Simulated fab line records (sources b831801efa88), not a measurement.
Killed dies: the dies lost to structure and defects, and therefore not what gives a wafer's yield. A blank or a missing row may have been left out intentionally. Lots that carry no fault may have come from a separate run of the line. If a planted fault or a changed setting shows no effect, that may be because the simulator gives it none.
fab line records || flow sfq_line
[record] {"lots": 5, "wafers": 15, "last_day": 91}
route steps=325 shown M7@285 I7@296
lots untouched by any fault: they come from a run of this same line in which no faults occurred
start_h: start of the lot's first displayed wafer, in hours after the record's first day || wait_h: time in hours since the lot's previous step || " as in the row above || L1.1+2: a single row standing in for several wafers || - value missing, or start not given || * or withheld: withheld || < > ~ a bound
route shown NAME@n: a module of which the file shows steps, and the number in the route of the first || usual: mean and standard deviation over wafers with no fault || same: alike in all rows || chamber/n: place in a boat || sites: per-site readings || _std_site: standard deviation of those values || _edge_site: the outer-site mean with the inner-site mean subtracted || radius_mm: for every site, how far away it sits from the centre of the wafer || mask NAME#n: copy n || behind: the tool/chamber that last shaped the wafer || hold: cause of the lot's hold/its duration in hours/its outcome || device: whichever transistor did not switch (one of n, p or np) || end of line: the route-end tests of the same wafers || where a step has no rows: the recipe by itself || killed: not the wafer's yield, but the dies lost to structure and defects at the first sort || map: per-die view of a wafer (x killed, . not killed, _ where there is no die)
set.NAME: setting as actually run; set.NAME@STEP: the setting as run at that earlier step || model.NAME: the simulator's own value behind a step, which no gauge read
lots seen at some steps along the route; tables by step, rows by wafer
services: the hour from which a tool's chamber was out of use, counted from the record's first day as start_h (under 0 if before that day), plus the number of hours and why
[[steps]]
[step SFQ_TRILAYER_M7_LITHO_COAT_182]
[recipe] {"resist": "BARC", "spin_rpm": 3000, "resist_thk_nm": 62}
[step SFQ_TRILAYER_M7_LITHO_COAT_177]
[recipe] {"resist": "KrF", "spin_rpm": 3000, "resist_thk_nm": 600}
[step SFQ_TRILAYER_M7_LITHO_SOFTBAKE_181]
[recipe] {"temp_c": "withheld", "time_s": "withheld", "resist": "KrF"}
[step SFQ_TRILAYER_M7_LITHO_EXPOSE_178]
[recipe] {"mask_id": "M7", "na": 0.6, "source_shape": "conventional", "sigma_outer": 0.65, "target_cd_nm": 500, "dose_mj": 14.4}
[step SFQ_TRILAYER_M7_LITHO_PEB_180]
[recipe] {"peb_temp_c": 115, "peb_time_s": 60, "resist": "KrF"}
[step SFQ_TRILAYER_M7_LITHO_DEVELOP_179]
[recipe] {"time_s": 60, "resist": "KrF"}
[step SFQ_M7_OVL_MEAS_945]
[usual] {"M7_OVL": "1/4.6"}
{"lot.wafer": "L680.2", "tool": "overlay-01", "chamber": "-", "start_h": 1839.28, "wait_h": 0.1, "M7_OVL[nm]": -8}
{"lot.wafer": "L680.5", "tool": "overlay-01", "chamber": "-", "start_h": 1839.28, "wait_h": 0.1, "M7_OVL[nm]": -3}
{"lot.wafer": "L680.6", "tool": "overlay-01", "chamber": "-", "start_h": 1839.28, "wait_h": 0.1, "M7_OVL[nm]": -1}
{"lot.wafer": "L681.1", "tool": "overlay-01", "chamber": "-", "start_h": 1842.87, "wait_h": 0.1, "M7_OVL[nm]": -3}
{"lot.wafer": "L681.3", "tool": "overlay-01", "chamber": "-", "start_h": 1842.87, "wait_h": 0.1, "M7_OVL[nm]": -9}
{"lot.wafer": "L681.6", "tool": "overlay-01", "chamber": "-", "start_h": 1842.87, "wait_h": 0.1, "M7_OVL[nm]": -5}
{"lot.wafer": "L688.1", "tool": "overlay-01", "chamber": "-", "start_h": 1965.51, "wait_h": 0.1, "M7_OVL[nm]": 4}
{"lot.wafer": "L688.2", "tool": "overlay-01", "chamber": "-", "start_h": 1965.51, "wait_h": 0.1, "M7_OVL[nm]": 9}
{"lot.wafer": "L688.5", "tool": "overlay-01", "chamber": "-", "start_h": 1965.51, "wait_h": 0.1, "M7_OVL[nm]": 6}
{"lot.wafer": "L691.1", "tool": "overlay-01", "chamber": "-", "start_h": 2069.26, "wait_h": 0.1, "M7_OVL[nm]": 9}
{"lot.wafer": "L691.3", "tool": "overlay-01", "chamber": "-", "start_h": 2069.26, "wait_h": 0.1, "M7_OVL[nm]": 0}
{"lot.wafer": "L691.5", "tool": "overlay-01", "chamber": "-", "start_h": 2069.26, "wait_h": 0.1, "M7_OVL[nm]": 8}
{"lot.wafer": "L698.2", "tool": "overlay-02", "chamber": "-", "start_h": 2104.23, "wait_h": 0.1, "M7_OVL[nm]": 4}
{"lot.wafer": "L698.3", "tool": "overlay-02", "chamber": "-", "start_h": 2104.23, "wait_h": 0.1, "M7_OVL[nm]": -3}
{"lot.wafer": "L698.4", "tool": "overlay-02", "chamber": "-", "start_h": 2104.23, "wait_h": 0.1, "M7_OVL[nm]": -1}
[step SFQ_TRILAYER_M7_BARC_OPEN_METAL_ETCH_229]
[recipe] {"mask_material": "PR", "chemistry": "O2", "target_depth_nm": 125, "target": "BARC", "icp_w": 600, "bias_w": 80, "pressure_mtorr": 10, "time_s": 41.7}
[usual] {"drypump_motor_current_A": "5.5/0.52", "oes_product_au": "0.685/0.0045", "rf_fwd_power_W": "592.3/2.7"}
{"lot.wafer": "L680.2", "tool": "rie_metal-03", "chamber": 0, "start_h": 1839.31, "wait_h": 0.0, "drypump_motor_current_A": 4.9, "oes_product_au": 0.687, "rf_fwd_power_W": 595.6, "rf_hours_counter_h": 24}
{"lot.wafer": "L680.5", "tool": "rie_metal-03", "chamber": 1, "start_h": 1839.31, "wait_h": 0.0, "drypump_motor_current_A": 6.2, "oes_product_au": 0.692, "rf_fwd_power_W": 590.4, "rf_hours_counter_h": "-"}
{"lot.wafer": "L680.6", "tool": "rie_metal-03", "chamber": 0, "start_h": 1839.31, "wait_h": 0.0, "drypump_motor_current_A": 4.9, "oes_product_au": 0.685, "rf_fwd_power_W": 596.5, "rf_hours_counter_h": "-"}
{"lot.wafer": "L681.1", "tool": "rie_metal-02", "chamber": 0, "start_h": 1842.91, "wait_h": 0.0, "drypump_motor_current_A": 5.7, "oes_product_au": 0.683, "rf_fwd_power_W": 589.9, "rf_hours_counter_h": 77}
{"lot.wafer": "L681.3", "tool": "rie_metal-02", "chamber": 0, "start_h": 1842.91, "wait_h": 0.0, "drypump_motor_current_A": 5.7, "oes_product_au": 0.688, "rf_fwd_power_W": 590.7, "rf_hours_counter_h": "-"}
{"lot.wafer": "L681.6", "tool": "rie_metal-02", "chamber": 1, "start_h": 1842.91, "wait_h": 0.0, "drypump_motor_current_A": 4.8, "oes_product_au": 0.689, "rf_fwd_power_W": 590.6, "rf_hours_counter_h": "-"}
{"lot.wafer": "L688.1", "tool": "rie_metal-02", "chamber": 1, "start_h": 1965.54, "wait_h": 0.0, "drypump_motor_current_A": 4.8, "oes_product_au": 0.691, "rf_fwd_power_W": 593.4, "rf_hours_counter_h": 33}
{"lot.wafer": "L688.2", "tool": "rie_metal-02", "chamber": 0, "start_h": 1965.54, "wait_h": 0.0, "drypump_motor_current_A": 5.7, "oes_product_au": 0.688, "rf_fwd_power_W": 590.0, "rf_hours_counter_h": 94}
{"lot.wafer": "L688.5", "tool": "rie_metal-02", "chamber": 1, "start_h": 1965.54, "wait_h": 0.0, "drypump_motor_current_A": 4.8, "oes_product_au": 0.693, "rf_fwd_power_W": 590.0, "rf_hours_counter_h": "-"}
{"lot.wafer": "L691.1", "tool": "rie_metal-02", "chamber": 0, "start_h": 2069.29, "wait_h": 0.0, "drypump_motor_current_A": 5.7, "oes_product_au": 0.679, "rf_fwd_power_W": 591.6, "rf_hours_counter_h": 108}
{"lot.wafer": "L691.3", "tool": "rie_metal-02", "chamber": 0, "start_h": 2069.29, "wait_h": 0.0, "drypump_motor_current_A": 5.7, "oes_product_au": 0.674, "rf_fwd_power_W": 589.9, "rf_hours_counter_h": "-"}
{"lot.wafer": "L691.5", "tool": "rie_metal-02", "chamber": 0, "start_h": 2069.29, "wait_h": 0.0, "drypump_motor_current_A": 5.7, "oes_product_au": 0.684, "rf_fwd_power_W": 590.8, "rf_hours_counter_h": "-"}
{"lot.wafer": "L698.2", "tool": "rie_metal-03", "chamber": 1, "start_h": 2104.26, "wait_h": 0.0, "drypump_motor_current_A": 6.2, "oes_product_au": 0.687, "rf_fwd_power_W": 592.4, "rf_hours_counter_h": 28}
{"lot.wafer": "L698.3", "tool": "rie_metal-03", "chamber": 1, "start_h": 2104.26, "wait_h": 0.0, "drypump_motor_current_A": 6.2, "oes_product_au": 0.686, "rf_fwd_power_W": 593.0, "rf_hours_counter_h": "-"}
{"lot.wafer": "L698.4", "tool": "rie_metal-03", "chamber": 0, "start_h": 2104.26, "wait_h": 0.0, "drypump_motor_current_A": 4.9, "oes_product_au": 0.687, "rf_fwd_power_W": 591.6, "rf_hours_counter_h": "-"}
[step SFQ_TRILAYER_M7_ETCH_METAL_ETCH_180]
[recipe] {"target": "Nb", "stop_on": "SiO2", "mask_material": "PR", "chemistry": "Cl2/Ar", "target_depth_nm": 240, "icp_w": 600, "bias_w": 80, "pressure_mtorr": 10, "time_s": 120}
[usual] {"drypump_motor_current_A": "5.5/0.52", "oes_product_au": "0.893/0.0066", "rf_fwd_power_W": "596.5/1.9"}
{"lot.wafer": "L680.2", "tool": "rie_metal-03", "chamber": 0, "start_h": 1839.37, "wait_h": 0.0, "drypump_motor_current_A": 5.0, "oes_product_au": 0.887, "rf_fwd_power_W": 597.6, "rf_hours_counter_h": 24}
{"lot.wafer": "L680.5", "tool": "rie_metal-03", "chamber": 1, "start_h": 1839.37, "wait_h": 0.0, "drypump_motor_current_A": 6.3, "oes_product_au": 0.896, "rf_fwd_power_W": 596.0, "rf_hours_counter_h": "-"}
{"lot.wafer": "L680.6", "tool": "rie_metal-03", "chamber": 0, "start_h": 1839.37, "wait_h": 0.0, "drypump_motor_current_A": 5.0, "oes_product_au": 0.892, "rf_fwd_power_W": 596.0, "rf_hours_counter_h": "-"}
{"lot.wafer": "L681.1", "tool": "rie_metal-02", "chamber": 0, "start_h": 1842.97, "wait_h": 0.0, "drypump_motor_current_A": 5.7, "oes_product_au": 0.906, "rf_fwd_power_W": 594.4, "rf_hours_counter_h": 77}
{"lot.wafer": "L681.3", "tool": "rie_metal-02", "chamber": 0, "start_h": 1842.97, "wait_h": 0.0, "drypump_motor_current_A": 5.7, "oes_product_au": 0.897, "rf_fwd_power_W": 594.2, "rf_hours_counter_h": "-"}
{"lot.wafer": "L681.6", "tool": "rie_metal-02", "chamber": 1, "start_h": 1842.97, "wait_h": 0.0, "drypump_motor_current_A": 4.8, "oes_product_au": 0.895, "rf_fwd_power_W": 596.4, "rf_hours_counter_h": "-"}
{"lot.wafer": "L688.1", "tool": "rie_metal-02", "chamber": 1, "start_h": 1965.60, "wait_h": 0.0, "drypump_motor_current_A": 4.8, "oes_product_au": 0.910, "rf_fwd_power_W": 595.4, "rf_hours_counter_h": 33}
{"lot.wafer": "L688.2", "tool": "rie_metal-02", "chamber": 0, "start_h": 1965.60, "wait_h": 0.0, "drypump_motor_current_A": 5.7, "oes_product_au": 0.902, "rf_fwd_power_W": 594.2, "rf_hours_counter_h": 94}
{"lot.wafer": "L688.5", "tool": "rie_metal-02", "chamber": 1, "start_h": 1965.60, "wait_h": 0.0, "drypump_motor_current_A": 4.8, "oes_product_au": 0.894, "rf_fwd_power_W": 595.9, "rf_hours_counter_h": "-"}
{"lot.wafer": "L691.1", "tool": "rie_metal-02", "chamber": 0, "start_h": 2069.35, "wait_h": 0.0, "drypump_motor_current_A": 5.7, "oes_product_au": 0.902, "rf_fwd_power_W": 596.6, "rf_hours_counter_h": 108}
{"lot.wafer": "L691.3", "tool": "rie_metal-02", "chamber": 0, "start_h": 2069.35, "wait_h": 0.0, "drypump_motor_current_A": 5.7, "oes_product_au": 0.895, "rf_fwd_power_W": 597.9, "rf_hours_counter_h": "-"}
{"lot.wafer": "L691.5", "tool": "rie_metal-02", "chamber": 0, "start_h": 2069.35, "wait_h": 0.0, "drypump_motor_current_A": 5.7, "oes_product_au": 0.895, "rf_fwd_power_W": 595.7, "rf_hours_counter_h": "-"}
{"lot.wafer": "L698.2", "tool": "rie_metal-03", "chamber": 1, "start_h": 2104.32, "wait_h": 0.0, "drypump_motor_current_A": 6.3, "oes_product_au": 0.896, "rf_fwd_power_W": 593.6, "rf_hours_counter_h": 28}
{"lot.wafer": "L698.3", "tool": "rie_metal-03", "chamber": 1, "start_h": 2104.32, "wait_h": 0.0, "drypump_motor_current_A": 6.2, "oes_product_au": 0.896, "rf_fwd_power_W": 594.9, "rf_hours_counter_h": "-"}
{"lot.wafer": "L698.4", "tool": "rie_metal-03", "chamber": 0, "start_h": 2104.32, "wait_h": 0.0, "drypump_motor_current_A": 5.0, "oes_product_au": 0.895, "rf_fwd_power_W": 595.6, "rf_hours_counter_h": "-"}
[step SFQ_TRILAYER_M7_STRIP_STRIP_181]
[recipe] {"gas": "O2", "power_w": 200, "platen_temp_c": 40, "overash_fraction": 0.65, "chemistry": "O2", "pressure_mtorr": 50}
[usual] {"drypump_motor_current_A": "5.5/0.52", "oes_product_au": "0.997/0.0078"}
{"lot.wafer": "L680.2", "tool": "rie_metal-03", "chamber": 0, "start_h": 1839.49, "wait_h": 0.1, "drypump_motor_current_A": 4.9, "oes_product_au": 0.984, "rf_hours_counter_h": 24}
{"lot.wafer": "L680.5", "tool": "rie_metal-03", "chamber": 1, "start_h": 1839.49, "wait_h": 0.1, "drypump_motor_current_A": 6.2, "oes_product_au": 0.993, "rf_hours_counter_h": "-"}
{"lot.wafer": "L680.6", "tool": "rie_metal-03", "chamber": 0, "start_h": 1839.49, "wait_h": 0.1, "drypump_motor_current_A": 4.9, "oes_product_au": 0.986, "rf_hours_counter_h": "-"}
{"lot.wafer": "L681.1", "tool": "rie_metal-02", "chamber": 0, "start_h": 1843.09, "wait_h": 0.1, "drypump_motor_current_A": 5.7, "oes_product_au": 1.003, "rf_hours_counter_h": 77}
{"lot.wafer": "L681.3", "tool": "rie_metal-02", "chamber": 0, "start_h": 1843.09, "wait_h": 0.1, "drypump_motor_current_A": 5.7, "oes_product_au": 1.008, "rf_hours_counter_h": "-"}
{"lot.wafer": "L681.6", "tool": "rie_metal-02", "chamber": 1, "start_h": 1843.09, "wait_h": 0.1, "drypump_motor_current_A": 4.8, "oes_product_au": 1.008, "rf_hours_counter_h": "-"}
{"lot.wafer": "L688.1", "tool": "rie_metal-02", "chamber": 1, "start_h": 1965.73, "wait_h": 0.1, "drypump_motor_current_A": 4.8, "oes_product_au": 0.995, "rf_hours_counter_h": 33}
{"lot.wafer": "L688.2", "tool": "rie_metal-02", "chamber": 0, "start_h": 1965.73, "wait_h": 0.1, "drypump_motor_current_A": 5.7, "oes_product_au": 1.005, "rf_hours_counter_h": 94}
{"lot.wafer": "L688.5", "tool": "rie_metal-02", "chamber": 1, "start_h": 1965.73, "wait_h": 0.1, "drypump_motor_current_A": 4.8, "oes_product_au": 0.999, "rf_hours_counter_h": "-"}
{"lot.wafer": "L691.1", "tool": "rie_metal-02", "chamber": 0, "start_h": 2069.48, "wait_h": 0.1, "drypump_motor_current_A": 5.7, "oes_product_au": 1.008, "rf_hours_counter_h": 108}
{"lot.wafer": "L691.3", "tool": "rie_metal-02", "chamber": 0, "start_h": 2069.48, "wait_h": 0.1, "drypump_motor_current_A": 5.7, "oes_product_au": 1.001, "rf_hours_counter_h": "-"}
{"lot.wafer": "L691.5", "tool": "rie_metal-02", "chamber": 0, "start_h": 2069.48, "wait_h": 0.1, "drypump_motor_current_A": 5.7, "oes_product_au": 0.991, "rf_hours_counter_h": "-"}
{"lot.wafer": "L698.2", "tool": "rie_metal-03", "chamber": 1, "start_h": 2104.44, "wait_h": 0.1, "drypump_motor_current_A": 6.2, "oes_product_au": 0.993, "rf_hours_counter_h": 28}
{"lot.wafer": "L698.3", "tool": "rie_metal-03", "chamber": 1, "start_h": 2104.44, "wait_h": 0.1, "drypump_motor_current_A": 6.2, "oes_product_au": 0.996, "rf_hours_counter_h": "-"}
{"lot.wafer": "L698.4", "tool": "rie_metal-03", "chamber": 0, "start_h": 2104.44, "wait_h": 0.1, "drypump_motor_current_A": 5.0, "oes_product_au": 0.992, "rf_hours_counter_h": "-"}
[step SFQ_TRILAYER_M7_STRIP_SOLV_CLEAN_182]
[recipe] {"chemistry": "NMP", "temp_c": 70, "time_s": 600}
[step SFQ_TRILAYER_I7_DEP_PECVD_183]
[recipe] {"material": "SiO2", "temp_c": 150, "time_s": 113.9, "pressure_torr": 2.4, "rf_w": 183.3, "precursor": "SiH4/N2O", "target_thk_nm": 500}
[usual] {"heater_power_outer_w": "26/12", "heater_power_w": "77/18", "throttle_valve_pct": "24.4/1.1"}
{"lot.wafer": "L680.2", "tool": "pecvd-02", "chamber": 1, "start_h": 1840.27, "wait_h": 0.0, "heater_power_outer_w": 36, "heater_power_w": 92, "throttle_valve_pct": 23.4}
{"lot.wafer": "L680.5", "tool": "pecvd-02", "chamber": 1, "start_h": 1840.27, "wait_h": 0.0, "heater_power_outer_w": 37, "heater_power_w": 92, "throttle_valve_pct": 23.7}
{"lot.wafer": "L680.6", "tool": "pecvd-02", "chamber": 0, "start_h": 1840.27, "wait_h": 0.0, "heater_power_outer_w": 27, "heater_power_w": 78, "throttle_valve_pct": 24.6}
{"lot.wafer": "L681.1", "tool": "pecvd-02", "chamber": 1, "start_h": 1843.87, "wait_h": 0.0, "heater_power_outer_w": 36, "heater_power_w": 91, "throttle_valve_pct": 23.4}
{"lot.wafer": "L681.3", "tool": "pecvd-02", "chamber": 2, "start_h": 1843.87, "wait_h": 0.0, "heater_power_outer_w": 17, "heater_power_w": 63, "throttle_valve_pct": 23.8}
{"lot.wafer": "L681.6", "tool": "pecvd-02", "chamber": 0, "start_h": 1843.87, "wait_h": 0.0, "heater_power_outer_w": 21, "heater_power_w": 70, "throttle_valve_pct": 24.4}
{"lot.wafer": "L688.1", "tool": "pecvd-01", "chamber": 1, "start_h": 1966.50, "wait_h": 0.0, "heater_power_outer_w": 5, "heater_power_w": 42, "throttle_valve_pct": 25.1}
{"lot.wafer": "L688.2", "tool": "pecvd-01", "chamber": 0, "start_h": 1966.50, "wait_h": 0.0, "heater_power_outer_w": 42, "heater_power_w": 100, "throttle_valve_pct": 24.9}
{"lot.wafer": "L688.5", "tool": "pecvd-01", "chamber": 1, "start_h": 1966.50, "wait_h": 0.0, "heater_power_outer_w": 6, "heater_power_w": 44, "throttle_valve_pct": 25.0}
{"lot.wafer": "L691.1", "tool": "pecvd-04", "chamber": 1, "start_h": 2070.25, "wait_h": 0.0, "heater_power_outer_w": 35, "heater_power_w": 101, "throttle_valve_pct": 22.2}
{"lot.wafer": "L691.3", "tool": "pecvd-04", "chamber": 0, "start_h": 2070.25, "wait_h": 0.0, "heater_power_outer_w": 36, "heater_power_w": 82, "throttle_valve_pct": 22.4}
{"lot.wafer": "L691.5", "tool": "pecvd-04", "chamber": 2, "start_h": 2070.25, "wait_h": 0.0, "heater_power_outer_w": 30, "heater_power_w": 76, "throttle_valve_pct": 23.4}
{"lot.wafer": "L698.2", "tool": "pecvd-04", "chamber": 1, "start_h": 2105.23, "wait_h": 0.0, "heater_power_outer_w": 37, "heater_power_w": 103, "throttle_valve_pct": 22.3}
{"lot.wafer": "L698.3", "tool": "pecvd-04", "chamber": 0, "start_h": 2105.23, "wait_h": 0.0, "heater_power_outer_w": 34, "heater_power_w": 86, "throttle_valve_pct": 22.7}
{"lot.wafer": "L698.4", "tool": "pecvd-04", "chamber": 1, "start_h": 2105.23, "wait_h": 0.0, "heater_power_outer_w": 38, "heater_power_w": 106, "throttle_valve_pct": 22.6}
[step SFQ_TRILAYER_I7_CMP_CMP_184]
[recipe] {"material": "SiO2", "down_force_psi": 3, "platen_rpm": 60, "pad_velocity_m_s": 0.94248}
[usual] {"motor_current_A": "10.5/1.2", "platen_rpm": "60.00/0.044", "time_to_endpoint_s": "222/8.7"}
{"lot.wafer": "L680.2", "tool": "cmp-02", "chamber": 1, "start_h": 1842.00, "wait_h": 1.7, "motor_current_A": 9.6, "platen_rpm": 54.01, "time_to_endpoint_s": 241}
{"lot.wafer": "L680.6", "tool": "cmp-02", "chamber": 2, "start_h": 1842.00, "wait_h": 1.7, "motor_current_A": 8.6, "platen_rpm": 59.97, "time_to_endpoint_s": 227}
{"lot.wafer": "L680.5", "tool": "cmp-02", "chamber": 3, "start_h": 1842.00, "wait_h": 1.7, "motor_current_A": 12.0, "platen_rpm": 59.95, "time_to_endpoint_s": 220}
{"lot.wafer": "L681.1", "tool": "cmp-01", "chamber": 0, "start_h": 1844.88, "wait_h": 1.0, "motor_current_A": 11.6, "platen_rpm": 59.92, "time_to_endpoint_s": 213}
{"lot.wafer": "L681.3", "tool": "cmp-01", "chamber": 3, "start_h": 1846.38, "wait_h": 2.5, "motor_current_A": 11.1, "platen_rpm": 60.04, "time_to_endpoint_s": 236}
{"lot.wafer": "L681.6", "tool": "cmp-01", "chamber": 0, "start_h": 1846.38, "wait_h": 2.5, "motor_current_A": 11.9, "platen_rpm": 59.98, "time_to_endpoint_s": 223}
{"lot.wafer": "L688.2", "tool": "cmp-01", "chamber": 3, "start_h": 1967.18, "wait_h": 0.6, "motor_current_A": 11.0, "platen_rpm": 60.00, "time_to_endpoint_s": 222}
{"lot.wafer": "L688.1", "tool": "cmp-01", "chamber": 1, "start_h": 1968.18, "wait_h": 1.6, "motor_current_A": 9.2, "platen_rpm": 60.05, "time_to_endpoint_s": 222}
{"lot.wafer": "L688.5", "tool": "cmp-01", "chamber": 0, "start_h": 1969.68, "wait_h": 3.1, "motor_current_A": 12.0, "platen_rpm": 60.09, "time_to_endpoint_s": 226}
{"lot.wafer": "L691.3", "tool": "cmp-02", "chamber": 0, "start_h": 2078.72, "wait_h": 8.4, "motor_current_A": 9.4, "platen_rpm": 59.98, "time_to_endpoint_s": 224}
{"lot.wafer": "L691.1", "tool": "cmp-02", "chamber": 1, "start_h": 2078.72, "wait_h": 8.4, "motor_current_A": 8.8, "platen_rpm": 59.96, "time_to_endpoint_s": 215}
{"lot.wafer": "L691.5", "tool": "cmp-02", "chamber": 0, "start_h": 2080.72, "wait_h": 10.4, "motor_current_A": 9.3, "platen_rpm": 60.05, "time_to_endpoint_s": 228}
{"lot.wafer": "L698.2", "tool": "cmp-02", "chamber": 3, "start_h": 2105.31, "wait_h": 0.0, "motor_current_A": 11.1, "platen_rpm": 60.06, "time_to_endpoint_s": 205}
{"lot.wafer": "L698.3", "tool": "cmp-02", "chamber": 0, "start_h": 2105.31, "wait_h": 0.0, "motor_current_A": 9.9, "platen_rpm": 60.03, "time_to_endpoint_s": 218}
{"lot.wafer": "L698.4", "tool": "cmp-02", "chamber": 1, "start_h": 2105.31, "wait_h": 0.0, "motor_current_A": 9.8, "platen_rpm": 59.94, "time_to_endpoint_s": 211}
[step SFQ_I7_BOW_MEAS_946]
[recipe] {"mode": "bow"}
[usual] {"I7_BOW": "7/12"}
{"lot.wafer": "L680.2", "tool": "film_metro-03", "chamber": "-", "start_h": 1843.52, "wait_h": 1.0, "I7_BOW[um]": 0}
{"lot.wafer": "L680.5", "tool": "film_metro-03", "chamber": "-", "start_h": 1843.52, "wait_h": 1.0, "I7_BOW[um]": 14}
{"lot.wafer": "L680.6", "tool": "film_metro-03", "chamber": "-", "start_h": 1843.52, "wait_h": 1.0, "I7_BOW[um]": 3}
{"lot.wafer": "L681.1", "tool": "film_metro-03", "chamber": "-", "start_h": 1847.88, "wait_h": 2.5, "I7_BOW[um]": 9}
{"lot.wafer": "L681.3", "tool": "film_metro-03", "chamber": "-", "start_h": 1847.88, "wait_h": 2.5, "I7_BOW[um]": 23}
{"lot.wafer": "L681.6", "tool": "film_metro-03", "chamber": "-", "start_h": 1847.88, "wait_h": 2.5, "I7_BOW[um]": 20}
{"lot.wafer": "L688.1", "tool": "film_metro-01", "chamber": "-", "start_h": 1970.18, "wait_h": 1.5, "I7_BOW[um]": -4}
{"lot.wafer": "L688.2", "tool": "film_metro-01", "chamber": "-", "start_h": 1970.18, "wait_h": 1.5, "I7_BOW[um]": 21}
{"lot.wafer": "L688.5", "tool": "film_metro-01", "chamber": "-", "start_h": 1970.18, "wait_h": 1.5, "I7_BOW[um]": 0}
{"lot.wafer": "L691.1", "tool": "film_metro-01", "chamber": "-", "start_h": 2081.72, "wait_h": 2.0, "I7_BOW[um]": 6}
{"lot.wafer": "L691.3", "tool": "film_metro-01", "chamber": "-", "start_h": 2081.72, "wait_h": 2.0, "I7_BOW[um]": 20}
{"lot.wafer": "L691.5", "tool": "film_metro-01", "chamber": "-", "start_h": 2081.72, "wait_h": 2.0, "I7_BOW[um]": 5}
{"lot.wafer": "L698.2", "tool": "film_metro-01", "chamber": "-", "start_h": 2108.33, "wait_h": 2.5, "I7_BOW[um]": 6}
{"lot.wafer": "L698.3", "tool": "film_metro-01", "chamber": "-", "start_h": 2108.33, "wait_h": 2.5, "I7_BOW[um]": -11}
{"lot.wafer": "L698.4", "tool": "film_metro-01", "chamber": "-", "start_h": 2108.33, "wait_h": 2.5, "I7_BOW[um]": 3}
[[services]]
{"tool": "pecvd-02", "chamber": "-", "start_h": 1824.51, "hours": 5.5, "kind": "pm"}
{"tool": "pecvd-02", "chamber": "-", "start_h": 1845.17, "hours": 6.0, "kind": "pm"}
{"tool": "pecvd-02", "chamber": 1, "start_h": 1855.12, "hours": 5.0, "kind": "repair"}
{"tool": "pecvd-04", "chamber": "-", "start_h": 1878.51, "hours": 2.8, "kind": "pm"}
{"tool": "cmp-02", "chamber": "-", "start_h": 1882.07, "hours": 1.7, "kind": "repair"}
{"tool": "rie_metal-03", "chamber": 1, "start_h": 1899.33, "hours": 17.5, "kind": "repair"}
{"tool": "rie_metal-03", "chamber": "-", "start_h": 1906.27, "hours": 1.4, "kind": "repair"}
{"tool": "rie_metal-02", "chamber": 1, "start_h": 1918.13, "hours": 18.0, "kind": "repair"}
{"tool": "cmp-01", "chamber": "-", "start_h": 1920.56, "hours": 4.6, "kind": "pm"}
{"tool": "cmp-01", "chamber": "-", "start_h": 1924.09, "hours": 2.0, "kind": "repair"}
{"tool": "pecvd-04", "chamber": "-", "start_h": 1929.44, "hours": 14.6, "kind": "pm"}
{"tool": "pecvd-02", "chamber": "-", "start_h": 1931.11, "hours": 2.8, "kind": "pm"}
{"tool": "cmp-01", "chamber": "-", "start_h": 1940.81, "hours": 4.0, "kind": "pm"}
{"tool": "cmp-01", "chamber": "-", "start_h": 1944.81, "hours": 5.9, "kind": "pm"}
{"tool": "pecvd-02", "chamber": "-", "start_h": 1952.15, "hours": 0.6, "kind": "repair"}
{"tool": "cmp-01", "chamber": "-", "start_h": 1984.86, "hours": 3.0, "kind": "repair"}
{"tool": "cmp-02", "chamber": "-", "start_h": 1995.43, "hours": 4.0, "kind": "repair"}
{"tool": "pecvd-01", "chamber": 2, "start_h": 2046.28, "hours": 6.8, "kind": "repair"}
{"tool": "pecvd-04", "chamber": "-", "start_h": 2055.75, "hours": 14.0, "kind": "pm"}
{"tool": "cmp-01", "chamber": "-", "start_h": 2058.00, "hours": 0.7, "kind": "repair"}
{"tool": "cmp-02", "chamber": "-", "start_h": 2061.41, "hours": 5.3, "kind": "pm"}
{"tool": "cmp-01", "chamber": "-", "start_h": 2070.41, "hours": 8.9, "kind": "pm"}
{"tool": "pecvd-01", "chamber": 2, "start_h": 2104.87, "hours": 6.8, "kind": "repair"}
{"tool": "pecvd-04", "chamber": 1, "start_h": 2106.30, "hours": 11.7, "kind": "repair"}
[[key]]
[first_sign] {"step": "SFQ_TRILAYER_I7_CMP_CMP_184", "reading": "platen_rpm", "direction": "down", "sigmas": "99+", "usual": 60.00, "struck": 54.01}
effect none on later readings
met_at SFQ_TRILAYER_I7_CMP_CMP_184
struck_wafers L680.2
[fault] {"kind": "process_parameter_drift", "tool": "cmp-02", "chamber": 1, "onset_h": 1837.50, "steps": "SFQ_TRILAYER_I7_CMP_CMP_184", "channel": "platen_rpm", "offset": -6, "shape": "step", "end_h": 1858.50, "acts_in": "these_recipes_only", "stated": 60}
